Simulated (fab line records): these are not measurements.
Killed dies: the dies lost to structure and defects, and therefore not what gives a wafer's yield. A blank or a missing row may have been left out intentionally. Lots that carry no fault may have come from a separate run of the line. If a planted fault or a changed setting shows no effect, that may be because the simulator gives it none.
Which tool did it?	flow sky130	72 wafers from 24 lots sampled at 5 of the route's 708 steps

WHAT THE GAUGES SHOWED, per wafer
SKY_VIA2_THK_MEAS_23: measures by xrf. Usual: VIA2_W_THK typically reads 403 nm, with standard deviation 7.1.
lot	measured	on	VIA2_W_THK (nm)	flag
L074	day 36 06:08	film_metro-02	409 399 415	
L075	day 36 07:40	film_metro-02	407 400 411	
L076	day 37 03:36	film_metro-01	411 404 413	
L077	day 37 05:43	film_metro-01	403 413 410	
L078	day 38 02:34	film_metro-04	408 395 395	
L079	day 38 05:10	film_metro-01	396 396 393	
L080	day 38 08:51	film_metro-01	392 399 393	
L081	day 38 14:34	film_metro-01	395 407 391	
L082	day 39 01:55	film_metro-01	391 395 393	
L083	day 39 14:44	film_metro-01	397 392 398	
L085	day 39 21:44	film_metro-02	406 409 407	
L084	day 39 21:58	film_metro-04	412 424 416	
L086	day 39 23:31	film_metro-04	400 401 404	
L087	day 40 15:32	film_metro-01	409 399 407	
L088	day 40 21:53	film_metro-02	407 403 410	
L089	day 41 04:00	film_metro-04	409 404 413	
L090	day 41 10:39	film_metro-04	405 395 398	
L091	day 41 17:13	film_metro-04	392 396 396	
L092	day 41 22:13	film_metro-04	408 402 399	
L093	day 42 00:43	film_metro-04	403 408 402	
L094	day 42 04:29	film_metro-01	395 393 390	
L095	day 42 07:53	film_metro-02	403 408 413	
L096	day 42 20:43	film_metro-02	409 415 405	
L097	day 43 10:16	film_metro-01	403 406 403	

WHICH TOOL RAN EACH LOT (tool, then ch and the chambers of the sampled wafers, then the start)
lot	SKY_LI_CONTACT_SPUTTER_20	SKY_LOCAL_INTERCONNECT_METAL_ETCH_14	SKY_CONTACT_ETCH_16	SKY_METAL1_DESCUM_17
L074	pvd_sputter-04, day 29 01:03	rie_metal-02 ch 0,1, day 30 06:10	rie_diel-04 ch 0,3, day 31 10:44	rie_metal-03 ch 0,1, day 32 16:08
L075	pvd_sputter-02, day 29 05:44	rie_metal-03 ch 0,1, day 30 10:29	rie_diel-03 ch 0,2,3, day 31 15:13	rie_metal-04 ch 0,1, day 32 19:32
L076	pvd_sputter-03, day 29 23:06	rie_metal-01 ch 0,1, day 31 04:37	rie_diel-04 ch 0,2,3, day 32 09:38	rie_metal-03 ch 0,1, day 33 14:27
L077	pvd_sputter-04, day 30 02:32	rie_metal-02 ch 0,1, day 31 07:11	rie_diel-04 ch 0,3, day 32 12:02	rie_metal-03 ch 0,1, day 33 15:52
L078	pvd_sputter-02, day 31 01:06	rie_metal-01 ch 0,1, day 32 05:22	rie_diel-02 ch 0,1, day 33 09:27	rie_metal-04 ch 0,1, day 34 14:11
L079	pvd_sputter-03, day 31 04:00	rie_metal-02 ch 0, day 32 08:09	rie_diel-02 ch 1,3, day 33 12:30	rie_metal-03 ch 0,1, day 34 17:04
L080	pvd_sputter-03, day 31 07:29	rie_metal-03 ch 0,1, day 32 12:13	rie_diel-03 ch 1,2,3, day 33 16:00	rie_metal-01 ch 0,1, day 34 20:56
L081	pvd_sputter-04, day 31 13:43	rie_metal-03 ch 0,1, day 32 17:42	rie_diel-04 ch 0,1,2, day 33 22:17	rie_metal-01 ch 0,1, day 35 02:38
L082	pvd_sputter-03, day 32 04:49	rie_metal-01 ch 1, day 33 08:40	rie_diel-02 ch 1,3, day 34 12:14	rie_metal-03 ch 0,1, day 35 15:53
L083	pvd_sputter-02, day 32 15:32	rie_metal-02 ch 0,1, day 33 19:04	rie_diel-04 ch 0,2,3, day 35 00:00	rie_metal-01 ch 0, day 36 03:57
L085	pvd_sputter-04, day 32 23:43	rie_metal-03 ch 0,1, day 34 03:14	rie_diel-03 ch 0,1,2, day 35 07:30	rie_metal-04 ch 0,1, day 36 11:14
L084	pvd_sputter-02, day 33 01:29	rie_metal-01 ch 1, day 34 05:10	rie_diel-02 ch 0,3, day 35 08:29	rie_metal-01 ch 0, day 36 12:20
L086	pvd_sputter-03, day 33 02:25	rie_metal-03 ch 0, day 34 05:47	rie_diel-04 ch 1,3, day 35 08:45	rie_metal-03 ch 0,1, day 36 13:16
L087	pvd_sputter-04, day 33 17:31	rie_metal-03 ch 0, day 34 21:50	rie_diel-02 ch 2,3, day 36 01:44	rie_metal-04 ch 0,1, day 37 05:55
L088	pvd_sputter-04, day 34 01:11	rie_metal-03 ch 0,1, day 35 05:31	rie_diel-04 ch 0,1,2, day 36 09:31	rie_metal-03 ch 0,1, day 37 13:33
L089	pvd_sputter-03, day 34 11:03	rie_metal-02 ch 0,1, day 35 14:06	rie_diel-02 ch 0,1,3, day 36 17:14	rie_metal-01 ch 0,1, day 37 20:38
L090	pvd_sputter-02, day 34 16:37	rie_metal-01 ch 0,1, day 35 19:54	rie_diel-03 ch 1,2,3, day 36 22:59	rie_metal-04 ch 0,1, day 38 03:04
L091	pvd_sputter-03, day 34 22:21	rie_metal-02 ch 0,1, day 36 02:12	rie_diel-04 ch 0,2, day 37 06:05	rie_metal-03 ch 0, day 38 09:50
L092	pvd_sputter-03, day 35 05:11	rie_metal-03 ch 0,1, day 36 08:07	rie_diel-02 ch 0,1,2, day 37 11:37	rie_metal-04 ch 0,1, day 38 15:09
L093	pvd_sputter-04, day 35 07:52	rie_metal-02 ch 0,1, day 36 11:02	rie_diel-04 ch 0,1,2, day 37 14:55	rie_metal-03 ch 0,1, day 38 18:08
L094	pvd_sputter-03, day 35 10:17	rie_metal-02 ch 0,1, day 36 13:41	rie_diel-04 ch 0,1, day 37 17:19	rie_metal-03 ch 0,1, day 38 20:52
L095	pvd_sputter-03, day 35 17:20	rie_metal-01 ch 0,1, day 36 20:13	rie_diel-04 ch 0,1,2, day 37 23:58	rie_metal-01 ch 0,1, day 39 02:46
L096	pvd_sputter-04, day 36 05:03	rie_metal-03 ch 0,1, day 37 09:10	rie_diel-04 ch 1,3, day 38 12:34	rie_metal-01 ch 0,1, day 39 14:50
L097	pvd_sputter-03, day 36 21:58	rie_metal-02 ch 0,1, day 38 01:18	rie_diel-03 ch 0,1,2, day 39 03:44	rie_metal-01 ch 0,1, day 40 05:19
- SKY_LI_CONTACT_SPUTTER_20: material TiN, target thk 20 nm, time 80 s.
- SKY_LOCAL_INTERCONNECT_METAL_ETCH_14: etches TiN in Cl2/BCl3, stops on PSG, target depth 110 nm, time 31.4 s.
- SKY_CONTACT_ETCH_16: etches BARC in N2/H2, stops on SiO2, time 45.9 s, target depth 60 nm.
- SKY_METAL1_DESCUM_17: chemistry O2, time 8 s.

AS READ BY THE TOOLS THEMSELVES (means over the sampled wafers that have a number; for cases with no such wafer, the mark the record gives instead)
SKY_LI_CONTACT_SPUTTER_20. Usual: throttle_valve_pct at 30.1 %, with a standard deviation of 0.98.
lot	tool	throttle_valve_pct (%)	flag
L074	pvd_sputter-04	29.8	
L075	pvd_sputter-02	30.0	
L076	pvd_sputter-03	30.9	
L077	pvd_sputter-04	29.3	
L078	pvd_sputter-02	29.8	
L079	pvd_sputter-03	29.5	
L080	pvd_sputter-03	30.8	
L081	pvd_sputter-04	29.7	
L082	pvd_sputter-03	30.1	
L083	pvd_sputter-02	30.3	
L085	pvd_sputter-04	29.4	
L084	pvd_sputter-02	30.0	
L086	pvd_sputter-03	30.1	
L087	pvd_sputter-04	29.5	
L088	pvd_sputter-04	29.5	
L089	pvd_sputter-03	30.2	
L090	pvd_sputter-02	30.5	
L091	pvd_sputter-03	30.8	
L092	pvd_sputter-03	30.1	
L093	pvd_sputter-04	29.6	
L094	pvd_sputter-03	30.9	
L095	pvd_sputter-03	30.8	
L096	pvd_sputter-04	29.5	
L097	pvd_sputter-03	31.3	

SKY_LOCAL_INTERCONNECT_METAL_ETCH_14. Usual: drypump_motor_current_A 5.9 A, standard deviation 0.53; he_backside_leak_sccm 3.50 sccm, standard deviation 0.22; mfc_cl2_sccm 59.98 sccm, standard deviation 0.2; oes_product_au 0.943 a.u., standard deviation 0.0077; rf_fwd_power_W 887 W, standard deviation 3.8; throttle_valve_pct 21.900 %, standard deviation 0.0096.
lot	tool	drypump_motor_current_A (A)	he_backside_leak_sccm (sccm)	mfc_cl2_sccm (sccm)	oes_product_au (a.u.)	rf_fwd_power_W (W)	throttle_valve_pct (%)	flag
L074	rie_metal-02	6.1	3.53	59.96	0.939	884	21.906	
L075	rie_metal-03	6.1	3.31	59.84	0.954	891	21.887	
L076	rie_metal-01	6.1	3.55	59.89	0.942	887	21.900	
L077	rie_metal-02	5.5	3.38	60.17	0.940	885	21.909	
L078	rie_metal-01	6.1	3.43	59.91	0.941	889	21.904	
L079	rie_metal-02	5.0	3.63	59.82	0.962	886	21.891	
L080	rie_metal-03	6.1	3.55	59.97	0.945	889	21.889	
L081	rie_metal-03	6.2	3.50	60.08	0.932	887	21.896	
L082	rie_metal-01	6.0	3.53	59.91	0.946	891	21.899	
L083	rie_metal-02	5.5	3.51	60.10	0.945	883	21.897	
L085	rie_metal-03	6.2	3.63	60.06	0.938	890	21.896	
L084	rie_metal-01	6.0	3.83	59.96	0.946	890	21.898	
L086	rie_metal-03	6.0	3.38	60.25	0.938	889	21.904	
L087	rie_metal-03	6.0	3.28	59.86	0.936	888	21.913	
L088	rie_metal-03	6.1	3.38	60.33	0.943	889	21.910	
L089	rie_metal-02	6.0	3.59	59.85	0.941	885	21.902	
L090	rie_metal-01	6.0	3.57	59.85	0.943	887	21.898	
L091	rie_metal-02	5.5	3.68	60.05	0.934	883	21.914	
L092	rie_metal-03	6.1	3.45	60.07	0.949	888	21.892	
L093	rie_metal-02	5.5	3.55	59.90	0.940	886	21.893	
L094	rie_metal-02	6.1	3.62	60.07	0.940	881	21.899	
L095	rie_metal-01	6.1	3.45	60.19	0.947	888	21.893	
L096	rie_metal-03	6.2	3.41	59.91	0.941	885	21.894	
L097	rie_metal-02	5.5	3.47	59.99	0.943	887	21.890	

SKY_CONTACT_ETCH_16. Usual: drypump_motor_current_A 5.9 A, standard deviation 0.47; oes_product_au 0.854 a.u., standard deviation 0.0047; rf_fwd_power_W 495.3 W, standard deviation 1.9; throttle_valve_pct 13.226 %, standard deviation 0.0093.
lot	tool	drypump_motor_current_A (A)	oes_product_au (a.u.)	rf_fwd_power_W (W)	throttle_valve_pct (%)	flag
L074	rie_diel-04	6.3	0.857	494.2	13.234	
L075	rie_diel-03	5.7	0.858	494.5	13.226	
L076	rie_diel-04	6.0	0.853	497.0	13.226	
L077	rie_diel-04	6.3	0.856	492.5	13.232	
L078	rie_diel-02	5.6	0.857	493.7	13.228	
L079	rie_diel-02	6.1	0.855	497.2	13.224	
L080	rie_diel-03	6.2	0.852	495.4	13.214	
L081	rie_diel-04	6.0	0.855	497.0	13.219	
L082	rie_diel-02	6.1	0.855	495.4	13.216	
L083	rie_diel-04	6.0	0.850	495.4	13.226	
L085	rie_diel-03	5.9	0.853	496.5	13.224	
L084	rie_diel-02	5.6	0.858	495.8	13.234	
L086	rie_diel-04	5.6	0.859	495.2	13.224	
L087	rie_diel-02	5.8	0.852	493.9	13.226	
L088	rie_diel-04	6.0	0.852	496.1	13.224	
L089	rie_diel-02	5.8	0.857	496.0	13.221	
L090	rie_diel-03	6.2	0.856	495.1	13.223	
L091	rie_diel-04	6.4	0.851	496.8	13.231	
L092	rie_diel-02	5.8	0.851	494.4	13.233	
L093	rie_diel-04	6.0	0.852	495.5	13.234	
L094	rie_diel-04	6.0	0.852	494.5	13.223	
L095	rie_diel-04	6.0	0.858	497.2	13.227	
L096	rie_diel-04	5.6	0.854	494.6	13.240	
L097	rie_diel-03	5.9	0.848	495.7	13.219	

SKY_METAL1_DESCUM_17. Usual: drypump_motor_current_A 6.15 A, standard deviation 0.19; he_backside_leak_sccm 3.44 sccm, standard deviation 0.19; oes_product_au 0.999 a.u., standard deviation 0.012; rf_fwd_power_W 147.1 W, standard deviation 0.55.
lot	tool	drypump_motor_current_A (A)	he_backside_leak_sccm (sccm)	oes_product_au (a.u.)	rf_fwd_power_W (W)	flag
L074	rie_metal-03	6.18	3.33	1.012	146.7	
L075	rie_metal-04	6.40	3.24	0.991	147.7	
L076	rie_metal-03	6.08	3.43	0.995	146.8	
L077	rie_metal-03	6.17	3.50	1.007	146.5	
L078	rie_metal-04	6.21	3.34	0.995	147.3	
L079	rie_metal-03	6.09	3.55	1.004	146.9	
L080	rie_metal-01	6.06	3.46	1.000	147.5	
L081	rie_metal-01	6.04	3.53	1.004	146.9	
L082	rie_metal-03	6.16	3.83	1.011	147.1	
L083	rie_metal-01	6.07	3.41	0.992	147.0	
L085	rie_metal-04	6.41	3.65	0.995	147.4	
L084	rie_metal-01	6.03	3.45	0.978	146.9	
L086	rie_metal-03	6.18	3.22	1.007	146.5	
L087	rie_metal-04	6.40	3.55	1.005	147.9	
L088	rie_metal-03	6.09	3.26	1.000	147.4	
L089	rie_metal-01	6.07	3.53	0.992	147.6	
L090	rie_metal-04	6.20	3.29	1.000	147.8	
L091	rie_metal-03	6.03	3.28	0.998	146.4	
L092	rie_metal-04	6.41	3.43	0.999	147.1	
L093	rie_metal-03	6.10	3.44	1.005	146.9	
L094	rie_metal-03	6.18	3.44	1.005	146.4	
L095	rie_metal-01	6.07	3.38	1.001	147.0	
L096	rie_metal-01	6.03	3.37	0.994	147.0	
L097	rie_metal-01	6.01	3.36	0.990	147.5	

THE ANSWER, worked out from the rows above alone
Rule: a lot is off if the mean of its wafers that have a number lies more than 3 standard deviations from the usual mean. Also off: a lot with no number at a reading for which 4 or more lots have one. The other lots that the step has rows for count as sound. After the gauges, taken in route order, come the tools' own readings; for these a lot's mean is taken, as printed above. The first step at which some lot is off is used, and at that step the reading that is off furthest; a lot without a number counts as furthest.
None of the lots is off at any reading shown; this tells nothing.

WHAT HAD BEEN PUT IN BY THE SIMULATOR
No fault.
